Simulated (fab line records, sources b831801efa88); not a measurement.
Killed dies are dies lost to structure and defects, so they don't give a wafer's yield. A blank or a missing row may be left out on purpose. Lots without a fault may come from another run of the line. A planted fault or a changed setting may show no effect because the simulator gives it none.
Chamber matching | flow gf180mcu | GF_V5_CMP_04 on cmp-02: 4 sister chambers
The step polishes SiO2. 8 wafers are shown with their chamber, then 9 later ones without.

WAFERS WITH THEIR CHAMBER
wafer  | chamber | motor_current_A (A)
L608.3 | 2       | 10.0
L611.3 | 1       | 12.9
L611.4 | 3       | 11.6
L614.2 | 2       | 10.1
L614.6 | 0       | 10.7
L617.3 | 3       | 11.6
L617.4 | 0       | 11.1
L617.5 | 1       | 13.0

WAFERS WITHOUT THEIR CHAMBER
wafer  | motor_current_A (A)
L619.1 | 11.3
L619.2 | 11.8
L619.6 | 9.7
L625.2 | 11.5
L625.4 | 13.0
L625.6 | 12.4
L626.3 | 12.1
L626.5 | 10.8
L626.6 | 12.0

WHICH CHAMBER EACH WENT THROUGH
wafer  | from the rows above     | in truth
L619.1 | can't be placed: 3 or 0 | 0
L619.2 | 3                       | 3
L619.6 | 2                       | 2
L625.2 | 3                       | 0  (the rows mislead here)
L625.4 | 1                       | 1
L625.6 | can't be placed: 1 or 3 | 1
L626.3 | 3                       | 3
L626.5 | 0                       | 0
L626.6 | 3                       | 3
Placed correctly: 6 of 9. Can't be placed from these rows: 2 (the true chamber is among the candidates in 2). Placed wrongly: 1.
How it was worked out, from the rows above alone: a wafer's distance from a chamber is the root of the sum, over the readings, of the square of ((its reading less the chamber's mean) divided by the reading's scatter). The wafer belongs to the nearest chamber; if the next one is less than 2 further off, it can't be placed. A chamber's mean is the mean of its shown wafers. The scatter: the root of (the sum of the squares of (reading less its chamber's mean) over the shown wafers, divided by (wafers less chambers)).
